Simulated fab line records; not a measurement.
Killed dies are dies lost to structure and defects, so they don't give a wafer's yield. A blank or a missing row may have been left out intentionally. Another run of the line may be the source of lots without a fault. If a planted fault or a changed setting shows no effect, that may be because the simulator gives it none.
A lot that was struck, set against a sound lot :: flow sky130 :: 16 out of 708 route steps
Sound: the wafers L148.4, L148.5, L148.6. Struck: wafer L160.2 (left out: L160.3, L160.4 of the same lot, which were not struck); the cause appears at the end.
Per side, at each step with rows, come the tool, then ch with its chambers, and then its first start. Under that, the readings that differ: sound wafers :: struck wafers :: difference of the means :: sigmas: that difference in standard deviations of wafers without a fault.
alike: words and numbers the same on both sides, and readings whose means are apart by under 2 such deviations; not compared: readings that were withheld, readings missing a value for some wafer, numbers with overlapping values and no deviation given by the record, and bounds like >300 which may hide the same value.
A row with sigmas, a row that says differs or no value, or rows on one side alone: a step with any of these is where the two part. Numbers that don't overlap but have no deviation are shown without sigmas and don't part them. A reading that every wafer of one side lacks parts them only if that side has two wafers or more.

first, 2 steps without rows for these wafers: SKY_METAL3_PEB_11; SKY_METAL3_DEVELOP_12 (develop time 60 s).
SKY_METAL3_CD_MEAS_13: target cd 300 nm.
  struck on cd_sem-01, day 44 04:11; sound on cd_sem-02, day 40 23:52
  alike: cd_nm
SKY_METAL3_OVL_MEAS_14:
  struck on overlay-02, day 44 04:17; sound on overlay-02, day 40 23:57
reading: METAL3_OVL (nm)
sound: 3 -2 -11
struck: 7
difference: +10
sigmas: +2
SKY_METAL3_DESCUM_15: chemistry O2, time 8 s.
  sound on rie_metal-01 ch 0,1, day 40 23:59; struck on rie_metal-03 ch 1, day 44 04:19
reading: rf_hours_counter_h (h)
sound: - - -
struck: 0
difference: no value on the sound wafers
sigmas: 
  alike: drypump_motor_current_A, oes_product_au
SKY_METAL3_ETCH_16: etches BARC in N2/H2, stops on SiO2, time 88.2 s, target depth 60 nm.
  sound on rie_metal-01 ch 0,1, day 41 00:02; struck on rie_metal-03 ch 1, day 44 04:21
reading: rf_hours_counter_h (h)
sound: - - -
struck: 0
difference: no value on the sound wafers
sigmas: 
  alike: bias_w, drypump_motor_current_A, oes_product_au, throttle_valve_pct
then, 1 step without rows for these wafers: SKY_METAL3_ETCH_17 (etches SiO2 in C4F8/O2/Ar, stops on TiN, time 3.9 s, target depth 15 nm).
SKY_METAL3_METAL_ETCH_18: etches the open film in Cl2/BCl3, stops on SiO2, target depth 845 nm, time 183.1 s.
  sound on rie_metal-03 ch 0,1, day 41 00:11; struck on rie_metal-01 ch 1, day 44 04:28
reading: rf_hours_counter_h (h)
sound: - - -
struck: 15
difference: no value on the sound wafers
sigmas: 
  alike: bias_w, drypump_motor_current_A, mfc_cl2_sccm, oes_product_au, throttle_valve_pct
SKY_METAL3_STRIP_19: strips in O2/N2.
  sound on plasma_asher-01 ch 0,1, day 41 00:20; struck on plasma_asher-02 ch 1, day 44 04:39
reading: rf_hours_counter_h (h)
sound: - - -
struck: 61
difference: no value on the sound wafers
sigmas: 
  alike: drypump_motor_current_A, oes_product_au, strip_time_to_endpoint_s
then, 3 steps without rows for these wafers: SKY_METAL3_STRIP_20 (strips in post etch residue remover, time 1200 s); SKY_METAL3_CLEAN_21 (cleans in IPA, time 180 s); SKY_METAL3_CLEAN_22 (cleans in O3/DIW).
SKY_VIA3_HDPCVD_00: deposits SiO2, target thk 1635 nm, time 272.5 s.
  sound on hdpcvd-01 ch 0,1,2, day 41 00:58; struck on hdpcvd-02 ch 1, day 44 05:16
reading: model.SiO2_of_VIA3_HDPCVD_00.thk_nm (nm)
sound: 1667 1663 1647
struck: 2265
difference: +606
sigmas: 
  alike: pressure_mtorr
SKY_VIA3_THK_MEAS_01:
  struck on film_metro-03, day 44 05:27; sound on film_metro-02, day 41 01:05
reading: VIA3_HDPCVD_THK (nm)
sound: 1666 1662 1649
struck: 2266
difference: +607
sigmas: +25
SKY_VIA3_CMP_02: polishes SiO2.
  sound on cmp-01 ch 0,2,3, day 41 01:16; struck on cmp-01 ch 1, day 44 05:30
reading: motor_current_A (A)
sound: 10.8 12.8 12.5
struck: 9.7
difference: -2.3
sigmas: -3
after that, 1 step had no rows for these wafers: SKY_PAD_OPEN_PROBE_99.

## WHERE THEY PART
At SKY_METAL3_OVL_MEAS_14 first; at SKY_VIA3_CMP_02 last (within this record only).

WHY: whatever the simulator had introduced
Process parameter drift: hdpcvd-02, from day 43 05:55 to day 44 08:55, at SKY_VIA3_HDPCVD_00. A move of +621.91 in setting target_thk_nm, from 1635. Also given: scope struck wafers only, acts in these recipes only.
